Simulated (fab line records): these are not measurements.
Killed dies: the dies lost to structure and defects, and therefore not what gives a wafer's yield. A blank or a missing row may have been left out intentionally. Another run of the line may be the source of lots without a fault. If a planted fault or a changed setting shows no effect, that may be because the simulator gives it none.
Matching of chambers | flow sky130 | cmp-01 running SKY_VIA2_CMP_24: 4 sister chambers
The step polishes, stops on SiO2, t overpolish 20 s, target thk 0 nm. 14 wafers are shown with their chamber, then 7 later ones without.

== WAFERS, EACH WITH ITS CHAMBER ==
wafer  | chamber | motorCurrentA (A) | retainingRingPressureFrac
L102.2 | 0       | 13.2              | 1.009
L102.4 | 2       | 11.4              | 1.004
L102.6 | 3       | 11.4              | 0.997
L105.1 | 3       | 11.6              | 0.998
L105.4 | 0       | 13.0              | 0.996
L105.6 | 1       | 13.5              | 0.994
L110.2 | 2       | 10.5              | 0.999
L110.3 | 1       | 13.7              | 0.997
L110.5 | 2       | 10.7              | 0.997
L111.2 | 2       | 11.0              | 0.989
L111.4 | 1       | 13.7              | 0.996
L111.6 | 3       | 12.5              | 1.003
L114.1 | 3       | 11.8              | 0.994
L114.4 | 0       | 13.3              | 1.003

SIGNATURES (means of the wafers above)
reading                   | chamber 0 | chamber 1 | chamber 2 | chamber 3 | scatter within a chamber
motorCurrentA             | 13.167    | 13.633    | 10.900    | 11.825    | 0.349
retainingRingPressureFrac | 1.00267   | 0.99567   | 0.99725   | 0.99800   | 0.00498
Rule: a wafer's distance from a chamber is the root of the sum, over the readings, of the square of ((its reading less the chamber's mean) divided by the reading's scatter). The wafer belongs to the nearest chamber; if the next one is less than 2 further off, it can't be placed. The scatter is the square root of a quotient: the sum, over the shown wafers, of each reading's squared deviation from its chamber's mean, divided by wafers minus chambers.

== WAFERS MISSING THEIR CHAMBER ==
wafer  | motorCurrentA (A) | retainingRingPressureFrac
L114.5 | 11.2              | 1.001
L120.1 | 11.1              | 1.001
L120.4 | 10.9              | 0.997
L120.5 | 12.3              | 1.003
L122.1 | 11.0              | 1.004
L122.4 | 12.8              | 0.995
L122.5 | 13.5              | 1.003

== WHICH CHAMBER EACH WENT THROUGH ==
wafer  | from the rows above          | in truth
L114.5 | can't be placed: 2 or 3      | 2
L120.1 | can't be placed: 2 or 3      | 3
L120.4 | 2                            | 2
L120.5 | can't be placed: 3 or 0      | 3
L122.1 | can't be placed: 2 or 3      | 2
L122.4 | can't be placed: 0 or 1 or 3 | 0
L122.5 | can't be placed: 0 or 1      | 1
Placed correctly: 1 of 7. Not placeable from these rows: 6 (in 6, the candidates include the true chamber). 0 placed wrongly.
